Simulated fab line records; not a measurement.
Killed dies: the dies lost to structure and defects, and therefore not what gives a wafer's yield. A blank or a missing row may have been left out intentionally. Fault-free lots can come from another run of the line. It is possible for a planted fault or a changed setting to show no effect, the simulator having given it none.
Code-filled problem report in 8D (eight disciplines) form -- flow gf180mcu -- the parts of the form that need people (team, actions taken, sign-off) are left out

## 1. THE ISSUE
VT_IMPLANT_4_TW at GF_VT_IMPLANT_TW_MEAS_43 reads a mean of 742 on 6 wafers of 2 lots; wafers without a fault read 689 with a standard deviation of 6.7. That puts it +7.9 standard deviations away from the usual mean.
First observed at day 10 20:26: wafer L701.4, on film_metro-04. At this step, 42 wafers from 14 lots have a number in the record. By rule, "out" or "out of limits" means more than 4 standard deviations away from the usual mean. The rest of the wafers with a number are treated as sound.

## 2. WHAT IT IS AND WHAT IT IS NOT
question,is,is not
which readings at this step,VT_IMPLANT_4_TW,-
which lots,"L701, L705","L690, L691, L692, L693, L695, L696, L698, L703, L707, L708, L709, L713"
which wafers of those lots,all that have a number,-
read on which gauges,"film_metro-02, film_metro-04",film_metro-03
when,from day 10 20:26,"up to then (21 sound wafers); but 15 sound wafers of L703, L707, L708, L709, L713 came after"

## 3. SUSPECTS, AND WHAT RULES EACH OUT
Counting: a tool at any process step up to the reading remains a suspect when it ran all the lots that are out and ran no sound lot after the first of those.
- the gauge at GF_VT_IMPLANT_TW_MEAS_43: ruled out. 2 gauges (film_metro-02, film_metro-04) read the wafers that are out.
- implanter-03 at GF_VT_IMPLANT_IMPLANT_41: ruled out as a lasting fault. Sound lots L713 ran on it after its first lot that is out, L701 (day 10 20:13).
Left after counting: nothing in the record.

## 4. THE CAUSE (what the simulator had put in)
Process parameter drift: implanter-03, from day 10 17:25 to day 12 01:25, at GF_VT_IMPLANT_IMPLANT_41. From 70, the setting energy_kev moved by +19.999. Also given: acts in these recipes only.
The count ruled it out by mistake, since the rule takes a fault to strike every lot its tool runs from the start of the fault on, and this one did not do so.

## 5. SEQUENCE OF EFFECTS, ordered by route
Rows list readings where the struck wafers' mean (over those with a number) sits beyond 3 standard deviations from the usual. Only readings for which the record gives a usual standard deviation are gone through. hours: the time from each lot's start at the first step in this table that gives one to its start at this step, as a median over the lots. sigmas: the change in usual standard deviations.
hours,step,reading,usual,on struck wafers,change,sigmas
0,GF_VT_IMPLANT_IMPLANT_41,beam_energy_keV,69.996,90.003,+20.007,+99 or more
0,GF_VT_IMPLANT_TW_MEAS_43,VT_IMPLANT_4_TW,689,742,+53,+7.9
Process steps it contains:
- GF_VT_IMPLANT_IMPLANT_41

## 6. WHAT WOULD HAVE CAUGHT IT SOONER
Counted from the fault's start at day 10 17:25, it took 3 hours until the first out-of-limits reading at a measuring or inspecting step in this record, taken at day 10 20:26.
The tool's own readings at GF_VT_IMPLANT_IMPLANT_41 were out on every struck wafer that the step has a row for (beam_energy_keV): an alarm limit on them would have fired on the first of those.
